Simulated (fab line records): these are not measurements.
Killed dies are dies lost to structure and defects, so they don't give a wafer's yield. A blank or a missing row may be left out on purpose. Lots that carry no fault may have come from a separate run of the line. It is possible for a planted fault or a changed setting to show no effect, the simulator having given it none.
8D (eight disciplines) problem report, filled in by code / flow sky130 / the parts of the form that need people (team, actions taken, sign-off) are left out

1. WHAT WENT WRONG
VIA2_W_RS at SKY_VIA2_RS_MEAS_22 reads a mean of 0.185 ohm/sq on 6 wafers of 2 lots; wafers without a fault read 0.272 ohm/sq with a standard deviation of 0.0055. Relative to the usual mean, that is a shift of -16 standard deviations.
The step: measures by four-point-probe.
The first sign was on wafer L106.2 at day 43 12:23, on filmMetro-02. Wafers with a number at this step in the record: 30, from 10 lots. By rule, "out" or "out of limits" means more than 4 standard deviations away from the usual mean. All remaining wafers that have a number are taken as sound.

2. WHAT THIS IS AND IS NOT
question=which readings at this step; is=VIA2_W_RS; is not=-
question=which lots; is=L106, L109; is not=L104, L107, L986, L987, L988, L994, L997, L999
question=which wafers of those lots; is=all that have a number; is not=-
question=read on which gauges; is=filmMetro-02, filmMetro-03; is not=filmMetro-01
question=when; is=from day 43 12:23; is not=up to then (24 sound wafers)

3. SUSPECTS, AND WHAT RULES EACH OUT
Counting: any tool at a process step up to the reading is kept as a suspect provided that every lot that is out went through it and no sound lot did after the first of them.
- the gauge at SKY_VIA2_RS_MEAS_22 has been ruled out. Those wafers that are out were read across 2 gauges (filmMetro-02, filmMetro-03).
- cvdW-02 at SKY_VIA2_CVD_21 (deposits W, target thk 420 nm, time 126.4 s): kept. All lots that are out passed through it, beginning with L106 at day 43 12:14, and no sound lot followed; its final sound lot before that point was L999 at day 41 10:23. Its own readings are out on those wafers: susceptorTempC.
After counting, what remains is cvdW-02 at SKY_VIA2_CVD_21.

4. THE CAUSE (what the simulator had put in)
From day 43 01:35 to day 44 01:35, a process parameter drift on cvdW-02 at SKY_VIA2_CVD_21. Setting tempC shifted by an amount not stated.
This tool alone remained once counting was done.

5. SEQUENCE OF EFFECTS, ordered by route
Each row: a reading where the mean over the struck wafers with a number is more than 3 standard deviations away from the usual. Only readings for which the record gives a usual standard deviation are gone through. hours: the time from each lot's start at the first step in this table that gives one to its start at this step, as a median over the lots. sigmas: the change in usual standard deviations.
hours=0; step=SKY_VIA2_CVD_21; reading=susceptorTempC; usual=400.02 C; on struck wafers=422.29; change=+22.27; sigmas=+97
hours=0; step=SKY_VIA2_RS_MEAS_22; reading=VIA2_W_RS; usual=0.272 ohm/sq; on struck wafers=0.185; change=-0.087; sigmas=-16
hours=0; step=SKY_VIA2_THK_MEAS_23; reading=VIA2_W_THK; usual=408 nm; on struck wafers=566; change=+158; sigmas=+17
hours=0; step=SKY_VIA2_CMP_24; reading=timeToEndpointS; usual=102 s; on struck wafers=148; change=+46; sigmas=+9.5
Its process steps:
- SKY_VIA2_CVD_21: deposits W, target thk 420 nm, time 126.4 s.
- SKY_VIA2_CMP_24: polishes, stops on SiO2, t overpolish 20 s, target thk 0 nm.
At these later measuring or inspecting steps, every struck wafer for which the step has a row has a number for every such reading, and none has moved that far: SKY_METAL4_OVL_MEAS_14.

6. WHAT WOULD HAVE CAUGHT IT SOONER
Counted from the fault's start at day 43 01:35, it took 11 hours until the first out-of-limits reading at a measuring or inspecting step in this record, taken at day 43 12:23.
Tool's own readings at SKY_VIA2_CVD_21, susceptorTempC: out on all struck wafers the step has rows for; an alarm limit on them would have tripped on the first.
Among the 2 lots that are out, L109 began SKY_VIA2_CVD_21 on cvdW-02 after day 43 12:23. Holding the tool at that time would have saved it.
